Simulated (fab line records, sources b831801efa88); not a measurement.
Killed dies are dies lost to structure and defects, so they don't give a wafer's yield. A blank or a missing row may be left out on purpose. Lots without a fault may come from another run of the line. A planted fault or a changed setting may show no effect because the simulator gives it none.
fab line records | flow sky130 | part 1 of 2: steps 1 to 29 of 41
record lots=5 wafers=15 last_day=50
route steps=708 shown SONOS_ONO@177 GATE_OXIDE@187 POLY_GATE@204 RES_PROTECT@206
lots that met no fault: from a run of the same line without faults
start_h: hours from the record's first day to the start of the lot's first wafer shown | wait_h: hours since the lot's step before | " the same as in the row above | L1.1+2: a row that stands for several wafers | - no value, or no start given | * or withheld: withheld | < > ~ a bound
route shown NAME@n: a module of which the file shows steps, and the number in the route of the first | usual: mean/standard deviation of fault-free wafers | same: alike in all rows | chamber/n: place in a boat | sites: the reading at each site | _std_site: their standard deviation | _edge_site: outer sites' mean less inner sites' | radius_mm: how far each site lies from the wafer's centre | mask NAME#n: copy n | behind: the tool/chamber that last shaped the wafer | hold: why the lot was held/for how many hours/how that ended | device: the transistor (n, p or np) that didn't switch | end of line: the same wafers' tests at the end of the route | a step without rows: its recipe alone | killed: dies lost to structure and defects at the first sort, not the wafer's yield | map: a wafer's dies, x killed, . not, _ none there
set.NAME: the setting as run; set.NAME@STEP: as run at that earlier step | model.NAME: the simulator's own value behind a step, which no gauge read
lots at some steps of the route; a table a step, a row a wafer
services: from which hour (start_h, from the record's first day; less than 0 if before it) a tool's chamber was out of use, for how many hours, and why
## steps
# step SKY_SONOS_ONO_SOFTBAKE_09
# recipe temp_c=90 time_s=60 resist=NOVOLAK
# usual plate_temp_C=89.98/0.13
# columns lot.wafer tool chamber start_h wait_h plate_temp_C
L088.3 litho_track-03 0 378.19 0.1 89.83
L088.5 " 0 " " 90.08
L088.6 " 0 " " 89.92
L089.3 litho_track-03 0 384.94 0.1 90.20
L089.5 " 0 " " 90.11
L089.6 " 0 " " 90.04
L090.1 litho_track-02 0 390.91 0.1 89.94
L090.2 " 0 " " 89.98
L090.4 " 0 " " 89.94
L092.3 litho_track-01 0 408.82 0.1 89.94
L092.4 " 0 " " 89.96
L092.6 " 0 " " 90.04
L093.1 litho_track-03 0 421.79 0.1 90.00
L093.2 " 0 " " 89.73
L093.4 " 0 " " 90.10
# step SKY_SONOS_ONO_EXPOSE_10
# recipe mask_id=ONOM target_cd_nm=410 na=0.6 source_shape=conventional sigma_outer=0.6 dose_mj=150
# columns lot.wafer tool chamber start_h wait_h mask
L088.3+5+6 iline_stepper-01 0 - - ONOM#0
L089.3+5+6 iline_stepper-01 0 - - ONOM#0
L090.1+2+4 iline_stepper-02 0 - - ONOM#0
L092.3+4+6 iline_stepper-01 0 - - ONOM#0
L093.1+2+4 iline_stepper-01 0 - - ONOM#0
# step SKY_SONOS_ONO_PEB_11
# recipe temp_c=withheld time_s=* resist=NOVOLAK
# columns lot.wafer tool chamber start_h wait_h
L088.3+5+6 litho_track-01 0 - -
L089.3+5+6 litho_track-03 0 - -
L090.1+2+4 litho_track-03 0 - -
L092.3+4+6 litho_track-01 0 - -
L093.1+2+4 litho_track-02 0 - -
# step SKY_SONOS_ONO_DEVELOP_12
# recipe develop_time_s=60 dev_temp_c=23
# columns lot.wafer tool chamber start_h wait_h
L088.3+5+6 litho_track-01 0 392.22 0.1
L089.3+5+6 litho_track-03 0 399.94 0.1
L090.1+2+4 litho_track-03 0 404.49 0.1
L092.3+4+6 litho_track-01 0 423.57 0.1
L093.1+2+4 litho_track-02 0 435.86 0.1
# step SKY_SONOS_ONO_CD_MEAS_13
# recipe target_cd_nm=410
# usual cd_nm=410.2/2.2
# columns lot.wafer tool chamber start_h wait_h cd_nm
L088.3 cd_sem-01 - 392.36 0.1 408.9
L088.5 " - " " 411.5
L088.6 " - " " 409.1
L089.3 cd_sem-02 - 400.08 0.1 409.5
L089.5 " - " " 410.4
L089.6 " - " " 411.5
L090.1 cd_sem-01 - 404.64 0.1 408.0
L090.2 " - " " 408.9
L090.4 " - " " 409.7
L092.3 cd_sem-01 - 423.71 0.1 411.5
L092.4 " - " " 412.4
L092.6 " - " " 411.5
L093.1 cd_sem-02 - 436.01 0.1 405.7
L093.2 " - " " 406.1
L093.4 " - " " 403.4
# step SKY_SONOS_ONO_OVL_MEAS_14
# usual SONOS_ONO_OVL=-0.2/1.4
# columns lot.wafer tool chamber start_h wait_h SONOS_ONO_OVL[nm]
L088.3 overlay-02 - 392.46 0.1 1.3
L088.5 " - " " -1.3
L088.6 " - " " -0.7
L089.3 overlay-01 - 400.17 0.1 1.1
L089.5 " - " " 1.1
L089.6 " - " " 2.0
L090.1 overlay-01 - 404.76 0.1 -0.7
L090.2 " - " " 0.1
L090.4 " - " " -1.4
L092.3 overlay-01 - 423.81 0.1 2.1
L092.4 " - " " -0.7
L092.6 " - " " -1.0
L093.1 overlay-01 - 436.13 0.1 0.9
L093.2 " - " " 3.2
L093.4 " - " " 1.0
# step SKY_SONOS_ONO_ETCH_15
# recipe target_depth_nm=19.52 chemistry=CHF3/O2 source_w=600 bias_w=200 pressure_mtorr=40 chf3_flow_sccm=50 O2_flow_sccm=5 time_s=7.8
# usual chf3_flow_sccm=50.00/0.14 drypump_motor_current_A=5.9/0.36 oes_product_au=0.995/0.012 throttle_valve_pct=8.825/0.0093
# columns lot.wafer tool chamber start_h wait_h chf3_flow_sccm drypump_motor_current_A oes_product_au rf_hours_counter_h throttle_valve_pct
L088.3 rie_diel-01 3 392.48 0.0 50.01 6.5 0.995 89 8.844
L088.5 " 0 " " 50.02 5.6 0.986 - 8.829
L088.6 " 1 " " 49.79 5.4 0.996 - 8.827
L089.3 rie_diel-01 1 400.20 0.0 50.10 5.4 1.008 4 8.836
L089.5 " 1 " " 50.25 5.4 0.994 - 8.815
L089.6 " 2 " " 50.27 6.3 1.005 - 8.832
L090.1 rie_diel-04 2 404.80 0.0 50.12 5.8 0.997 7 8.827
L090.2 " 3 " " 50.01 5.4 1.001 3 8.820
L090.4 " 0 " " 49.99 5.7 1.019 102 8.829
L092.3 rie_diel-01 3 423.83 0.0 50.01 6.5 1.001 90 8.823
L092.4 " 0 " " 50.23 5.7 0.991 4 8.818
L092.6 " 1 " " 49.90 5.4 1.000 - 8.821
L093.1 rie_diel-01 0 436.16 0.0 50.11 5.6 0.987 4 8.834
L093.2 " 2 " " 50.01 6.3 1.005 3 8.837
L093.4 " 1 " " 49.99 5.4 1.006 - 8.813
# step SKY_SONOS_ONO_WET_ETCH_16
# recipe chemistry=dHF target_depth_nm=14 dry=n2_spin target=SiO2 dilution=100:1 temp_c=25 time_s=280
# columns lot.wafer tool chamber start_h wait_h
L088.3+5+6 wet_bench-01 2 392.50 0.0
L089.3+5+6 wet_bench-03 3 400.22 0.0
L090.1+2+4 wet_bench-01 3 404.82 0.0
L092.3+4+6 wet_bench-04 1 423.85 0.0
L093.1+2+4 wet_bench-04 1 436.18 0.0
# step SKY_SONOS_ONO_STRIP_17
# recipe chemistry=O2/N2 power_w=1400 pressure_mtorr=1500 platen_temp_c=withheld o2_flow_sccm=3000 n2_flow_sccm=300 overash_fraction=0.5
# usual drypump_motor_current_A=5.4/0.47 oes_product_au=0.710/0.0045 strip_time_to_endpoint_s=14.09/0.04
# columns lot.wafer tool chamber start_h wait_h drypump_motor_current_A oes_product_au rf_hours_counter_h strip_time_to_endpoint_s
L088.3 plasma_asher-02 0 392.62 0.0 5.0 0.705 - 14.08
L088.5 " 0 " " 5.0 0.715 - 14.06
L088.6 " 1 " " 6.1 0.704 - 14.05
L089.3 plasma_asher-02 0 400.34 0.0 5.0 0.721 - 14.08
L089.5 " 1 " " 6.1 0.711 - 14.12
L089.6 " 0 " " 5.0 0.712 - 14.09
L090.1 plasma_asher-02 0 404.90 0.0 5.0 0.710 74 14.17
L090.2 " 1 " " 6.1 0.703 74 14.14
L090.4 " 0 " " 5.0 0.715 - 14.13
L092.3 plasma_asher-03 1 423.97 0.0 5.4 0.707 - 14.08
L092.4 " 0 " " 5.5 0.708 - 14.08
L092.6 " 1 " " 5.3 0.717 - 14.10
L093.1 plasma_asher-03 0 436.27 0.0 5.5 0.708 75 14.10
L093.2 " 1 " " 5.4 0.717 75 14.03
L093.4 " 0 " " 5.5 0.703 - 14.07
# step SKY_SONOS_ONO_WET_ETCH_18
# recipe chemistry=H3PO4 target_depth_nm=15 target=Si3N4 temp_c=160 time_s=172
# columns lot.wafer tool chamber start_h wait_h
L088.3+5+6 wet_bench-01 3 392.69 0.0
L089.3+5+6 wet_bench-03 3 400.40 0.0
L090.1+2+4 wet_bench-04 0 405.00 0.1
L092.3+4+6 wet_bench-04 2 424.04 0.0
L093.1+2+4 wet_bench-01 0 436.37 0.1
# step SKY_GATE_OXIDE_CLEAN_00
# recipe chemistry=SC1/SC2 mix=1:4:20 temp_c=70 time_s=150 dry=n2_spin
# columns lot.wafer tool chamber start_h wait_h
L088.3+5+6 wet_bench-03 3 392.74 0.0
L089.3+5+6 wet_bench-03 1 400.46 0.0
L090.1+2+4 wet_bench-03 3 405.06 0.0
L092.3+4+6 wet_bench-01 0 424.16 0.1
L093.1+2+4 wet_bench-04 1 436.43 0.0
# step SKY_GATE_OXIDE_OXIDATION_01
# recipe temp_c=900 ambient=O2 stabilise_s=600 purge_s=300 target_thk_a=102.68 ox_time_s=1473
# usual tube_center_temp_C_max=902.3/0.35 zone_power_lower_pct=19.5/0.98
# columns lot.wafer tool chamber start_h wait_h tube_center_temp_C_max zone_power_lower_pct
L088.3 furnace-02 0 393.74 0.9 902.3 18.7
L088.5 " 0 " " 903.7 18.5
L088.6 " 0 " " 902.0 18.0
L089.3 furnace-01 0 400.51 0.0 902.2 20.5
L089.5 " 0 " " 902.1 20.2
L089.6 " 0 " " 902.7 20.5
L090.1 furnace-01 0 405.99 0.9 901.7 20.5
L090.2 " 0 " " 901.8 20.3
L090.4 " 0 " " 903.1 20.6
L092.3 furnace-01 0 431.06 6.9 902.1 20.2
L092.4 " 0 " " 902.5 20.2
L092.6 " 0 " " 902.6 20.4
L093.1 furnace-02 0 441.06 4.6 902.6 18.4
L093.2 " 0 " " 902.5 18.4
L093.4 " 0 " " 902.2 18.9
# step SKY_GATE_OXIDE_THK_MEAS_02
# recipe reads=SiO2_of_GATE_OXIDE_OXIDATION_01
# usual GATE_OXIDE_OXIDATION_00_THK=10.27/0.25
# columns lot.wafer tool chamber start_h wait_h GATE_OXIDE_OXIDATION_00_THK[nm]
L088.3 film_metro-04 - 395.17 0.0 10.60
L088.5 " - " " 10.52
L088.6 " - " " 10.52
L089.3 film_metro-04 - 401.94 0.0 10.15
L089.5 " - " " 10.13
L089.6 " - " " 10.10
L090.1 film_metro-04 - 407.39 0.0 9.93
L090.2 " - " " 10.12
L090.4 " - " " 9.98
L092.3 film_metro-04 - 432.49 0.0 10.39
L092.4 " - " " 10.27
L092.6 " - " " 10.43
L093.1 film_metro-02 - 442.47 0.0 10.47
L093.2 " - " " 10.38
L093.4 " - " " 10.31
# step SKY_GATE_OXIDE_DEHYDRATE_03
# recipe temp_c=200 time_s=60
# usual plate_temp_C=199.97/0.16
# columns lot.wafer tool chamber start_h wait_h plate_temp_C
L088.3 litho_track-04 0 408.79 13.6 199.85
L088.5 " 0 " " 200.03
L088.6 " 0 " " 199.87
L089.3 litho_track-01 0 416.12 14.2 200.14
L089.5 " 0 " " 199.91
L089.6 " 0 " " 199.79
L090.1 litho_track-04 0 421.63 14.2 199.84
L090.2 " 0 " " 200.00
L090.4 " 0 " " 199.80
L092.3 litho_track-02 0 446.91 14.4 200.04
L092.4 " 0 " " 200.05
L092.6 " 0 " " 200.24
L093.1 litho_track-01 0 457.42 14.9 199.97
L093.2 " 0 " " 200.16
L093.4 " 0 " " 200.10
# step SKY_GATE_OXIDE_HMDS_04
# recipe prime_time_s=60 prime_temp_c=120
# usual prime_temp_c=120.03/0.15
# columns lot.wafer tool chamber start_h wait_h prime_temp_c
L088.3 litho_track-04 0 408.94 0.1 119.99
L088.5 " 0 " " 120.13
L088.6 " 0 " " 120.04
L089.3 litho_track-01 0 416.27 0.1 120.07
L089.5 " 0 " " 120.20
L089.6 " 0 " " 120.15
L090.1 litho_track-04 0 421.78 0.1 120.24
L090.2 " 0 " " 120.06
L090.4 " 0 " " 120.06
L092.3 litho_track-02 0 447.06 0.1 120.21
L092.4 " 0 " " 120.15
L092.6 " 0 " " 120.03
L093.1 litho_track-01 0 457.57 0.1 119.90
L093.2 " 0 " " 120.15
L093.4 " 0 " " 120.10
# step SKY_GATE_OXIDE_COAT_05
# recipe resist=NOVOLAK spin_rpm=3000 resist_thk_nm=1140
# columns lot.wafer tool chamber start_h wait_h
L088.3+5+6 litho_track-04 0 409.09 0.1
L089.3+5+6 litho_track-01 0 416.42 0.1
L090.1+2+4 litho_track-04 0 421.93 0.1
L092.3+4+6 litho_track-02 0 447.21 0.1
L093.1+2+4 litho_track-01 0 457.72 0.1
# step SKY_GATE_OXIDE_SOFTBAKE_06
# recipe temp_c=90 time_s=60 resist=NOVOLAK
# usual plate_temp_C=90.03/0.11
# columns lot.wafer tool chamber start_h wait_h plate_temp_C
L088.3 litho_track-04 0 409.24 0.1 90.20
L088.5 " 0 " " 90.20
L088.6 " 0 " " 90.09
L089.3 litho_track-01 0 416.57 0.1 89.89
L089.5 " 0 " " 90.06
L089.6 " 0 " " 90.14
L090.1 litho_track-04 0 422.08 0.1 90.13
L090.2 " 0 " " 89.96
L090.4 " 0 " " 90.13
L092.3 litho_track-02 0 447.36 0.1 90.13
L092.4 " 0 " " 90.10
L092.6 " 0 " " 89.87
L093.1 litho_track-01 0 457.87 0.1 90.09
L093.2 " 0 " " 90.09
L093.4 " 0 " " 89.93
# step SKY_GATE_OXIDE_EXPOSE_07
# recipe mask_id=LVOM na=0.6 source_shape=conventional sigma_outer=0.6 polarization=unpolarized target_cd_nm=600 dose_mj=170
# columns lot.wafer tool chamber start_h wait_h mask
L088.3+5+6 iline_stepper-01 0 - - LVOM#0
L089.3+5+6 iline_stepper-01 0 - - LVOM#0
L090.1+2+4 iline_stepper-01 0 - - LVOM#0
L092.3+4+6 iline_stepper-02 0 - - LVOM#0
L093.1+2+4 iline_stepper-01 0 - - LVOM#0
# step SKY_GATE_OXIDE_PEB_08
# recipe temp_c=withheld time_s=* resist=NOVOLAK
# columns lot.wafer tool chamber start_h wait_h
L088.3+5+6 litho_track-01 0 - -
L089.3+5+6 litho_track-02 0 - -
L090.1+2+4 litho_track-02 0 - -
L092.3+4+6 litho_track-01 0 - -
L093.1+2+4 litho_track-01 0 - -
# step SKY_GATE_OXIDE_DEVELOP_09
# recipe resist=NOVOLAK developer=TMAH develop_time_s=60 dev_temp_c=23
# columns lot.wafer tool chamber start_h wait_h
L088.3+5+6 litho_track-01 0 423.87 0.1
L089.3+5+6 litho_track-02 0 430.81 0.1
L090.1+2+4 litho_track-02 0 436.16 0.1
L092.3+4+6 litho_track-01 0 462.57 0.1
L093.1+2+4 litho_track-01 0 472.42 0.1
# step SKY_GATE_OXIDE_OVL_MEAS_10
# usual GATE_OXIDE_OVL=0.7/1.2
# columns lot.wafer tool chamber start_h wait_h GATE_OXIDE_OVL[nm]
L088.3 overlay-01 - 423.99 0.1 1.8
L088.5 " - " " 2.2
L088.6 " - " " 0.5
L089.3 overlay-02 - 430.92 0.1 -0.7
L089.5 " - " " -0.3
L089.6 " - " " 0.1
L090.1 overlay-01 - 436.31 0.1 0.9
L090.2 " - " " 0.3
L090.4 " - " " -1.0
L092.3 overlay-01 - 462.69 0.1 0.9
L092.4 " - " " 1.7
L092.6 " - " " 1.3
L093.1 overlay-02 - 472.57 0.1 1.8
L093.2 " - " " 2.3
L093.4 " - " " 2.5
# step SKY_GATE_OXIDE_IMPLANT_11
# recipe species=B energy_kev=10 dose_cm2=2.6e+12 tilt_deg=withheld
# columns lot.wafer tool chamber start_h wait_h
L088.3+5+6 implanter-04 0 424.06 0.1
L089.3+5+6 implanter-02 0 430.99 0.1
L090.1+2+4 implanter-04 0 436.34 0.0
L092.3+4+6 implanter-01 0 462.76 0.1
L093.1+2+4 implanter-02 0 472.61 0.0
# step SKY_GATE_OXIDE_WET_ETCH_12
# recipe chemistry=dHF target_depth_nm=16.8 dry=n2_spin target=SiO2 dilution=100:1 temp_c=25 time_s=344.7
# columns lot.wafer tool chamber start_h wait_h
L088.3+5+6 wet_bench-04 0 424.20 0.1
L089.3+5+6 wet_bench-01 1 431.09 0.1
L090.1+2+4 wet_bench-03 2 436.49 0.1
L092.3+4+6 wet_bench-03 1 462.86 0.1
L093.1+2+4 wet_bench-01 1 472.76 0.1
# step SKY_GATE_OXIDE_STRIP_13
# recipe chemistry=O2/N2 power_w=1400 pressure_mtorr=1500 platen_temp_c=withheld o2_flow_sccm=3000 n2_flow_sccm=300 overash_fraction=0.5
# usual drypump_motor_current_A=5.6/0.59 oes_product_au=0.716/0.0049 strip_time_to_endpoint_s=14.18/0.039
# columns lot.wafer tool chamber start_h wait_h drypump_motor_current_A oes_product_au rf_hours_counter_h strip_time_to_endpoint_s
L088.3 plasma_asher-01 0 424.33 0.0 5.2 0.709 - 14.16
L088.5 " 1 " " 4.8 0.717 - 14.17
L088.6 " 0 " " 5.2 0.711 - 14.15
L089.3 plasma_asher-01 1 431.23 0.0 4.9 0.711 - 14.23
L089.5 " 0 " " 5.2 0.713 - 14.17
L089.6 " 1 " " 4.9 0.717 - 14.15
L090.1 plasma_asher-04 1 436.60 0.0 5.8 0.713 29 14.19
L090.2 " 0 " " 6.6 0.719 29 14.23
L090.4 " 1 " " 5.8 0.718 - 14.16
L092.3 plasma_asher-04 0 463.00 0.0 6.6 0.709 - 14.19
L092.4 " 1 " " 5.8 0.723 - 14.22
L092.6 " 1 " " 5.8 0.723 - 14.21
L093.1 plasma_asher-04 0 472.87 0.0 6.6 0.714 33 14.20
L093.2 " 1 " " 5.8 0.712 33 14.19
L093.4 " 1 " " 5.8 0.718 - 14.21
# step SKY_GATE_OXIDE_TW_MEAS_14
# usual GATE_OXIDE_TW=222.3/1.8
# columns lot.wafer tool chamber start_h wait_h GATE_OXIDE_TW
L088.3 film_metro-02 - 424.42 0.1 219.9
L088.5 " - " " 219.9
L088.6 " - " " 218.4
L089.3 film_metro-03 - 431.32 0.1 223.2
L089.5 " - " " 224.0
L089.6 " - " " 223.4
L090.1 film_metro-03 - 436.70 0.1 222.2
L090.2 " - " " 223.6
L090.4 " - " " 222.2
L092.3 film_metro-02 - 463.08 0.1 221.2
L092.4 " - " " 222.4
L092.6 " - " " 220.9
L093.1 film_metro-04 - 472.97 0.1 225.1
L093.2 " - " " 224.1
L093.4 " - " " 224.7
# step SKY_GATE_OXIDE_CLEAN_15
# recipe chemistry=SC1/SC2 mix=1:4:20 temp_c=70 time_s=150 dry=n2_spin
# columns lot.wafer tool chamber start_h wait_h
L088.3+5+6 wet_bench-01 0 424.46 0.0
L089.3+5+6 wet_bench-04 1 431.36 0.0
L090.1+2+4 wet_bench-01 1 436.76 0.1
L092.3+4+6 wet_bench-01 2 463.12 0.0
L093.1+2+4 wet_bench-04 1 473.03 0.1
# step SKY_GATE_OXIDE_OXIDATION_16
# recipe temp_c=800 ambient=O2 idle_temp_c=700 ramp_up_c_per_min=10 ramp_down_c_per_min=3 stabilise_s=600 purge_s=300 target_thk_a=35.7 ox_time_s=1915
# usual ramp_down_c_per_min=3.0000/0.0005 ramp_up_c_per_min=10.0000/0.0017 tube_center_temp_C_max=802.1/0.31 zone_power_lower_pct=15.5/0.69
# columns lot.wafer tool chamber start_h wait_h ramp_down_c_per_min ramp_up_c_per_min tube_center_temp_C_max zone_power_lower_pct
L088.3 furnace-01 0 432.47 8.0 2.9997 10.001 801.7 15.8
L088.5 " 0 " " 3.0002 10.002 801.9 15.6
L088.6 " 0 " " 2.9996 9.9978 801.9 15.7
L089.3 furnace-01 0 432.47 1.1 3.0001 10.003 802.0 16.0
L089.5 " 0 " " 2.9989 10.001 801.6 15.8
L089.6 " 0 " " 2.9989 9.9982 802.4 16.1
L090.1 furnace-01 0 442.42 5.6 3.0006 9.9990 802.1 15.8
L090.2 " 0 " " 3.0001 10.001 802.5 16.1
L090.4 " 0 " " 2.9997 9.9977 802.6 15.9
L092.3 furnace-01 0 463.82 0.6 2.9989 10.000 801.7 15.9
L092.4 " 0 " " 3.0005 9.9988 802.1 16.2
L092.6 " 0 " " 3.0004 10.002 802.0 16.0
L093.1 furnace-02 0 473.08 0.0 3.0005 9.9994 802.1 14.5
L093.2 " 0 " " 2.9993 10.0000 802.2 14.4
L093.4 " 0 " " 3.0007 9.9987 802.2 14.4
# step SKY_POLY_GATE_CVD_00
# recipe material=poly-Si target_thk_nm=180 temp_c=620 time_s=720 pressure_mtorr=200
# usual zone_power_lower_pct=9.0/0.98
# columns lot.wafer tool chamber start_h wait_h zone_power_lower_pct
L088.3 lpcvd-01 1 434.00 0.0 10.1
L088.5 " 1 " " 9.9
L088.6 " 1 " " 9.9
L089.3 lpcvd-01 0 434.00 0.0 8.0
L089.5 " 0 " " 8.0
L089.6 " 0 " " 8.0
L090.1 lpcvd-01 1 443.96 0.0 10.2
L090.2 " 1 " " 10.0
L090.4 " 1 " " 10.0
L092.3 lpcvd-01 0 465.35 0.0 8.0
L092.4 " 0 " " 8.0
L092.6 " 0 " " 8.1
L093.1 lpcvd-01 1 474.61 0.0 10.0
L093.2 " 1 " " 10.1
L093.4 " 1 " " 9.9
# step SKY_POLY_GATE_THK_MEAS_01
# recipe reads=poly-Si_of_POLY_GATE_CVD_00
# usual POLY_GATE_CVD_00_THK=180.2/1.5
# columns lot.wafer tool chamber start_h wait_h POLY_GATE_CVD_00_THK[nm]
L088.3 film_metro-02 - 435.25 0.1 179.2
L088.5 " - " " 178.5
L088.6 " - " " 177.6
L089.3 film_metro-01 - 435.25 0.1 182.1
L089.5 " - " " 181.5
L089.6 " - " " 181.5
L090.1 film_metro-01 - 445.76 0.0 180.3
L090.2 " - " " 178.6
L090.4 " - " " 179.5
L092.3 film_metro-04 - 466.57 0.0 181.4
L092.4 " - " " 182.3
L092.6 " - " " 181.9
L093.1 film_metro-01 - 475.81 0.0 178.6
L093.2 " - " " 179.4
L093.4 " - " " 179.8
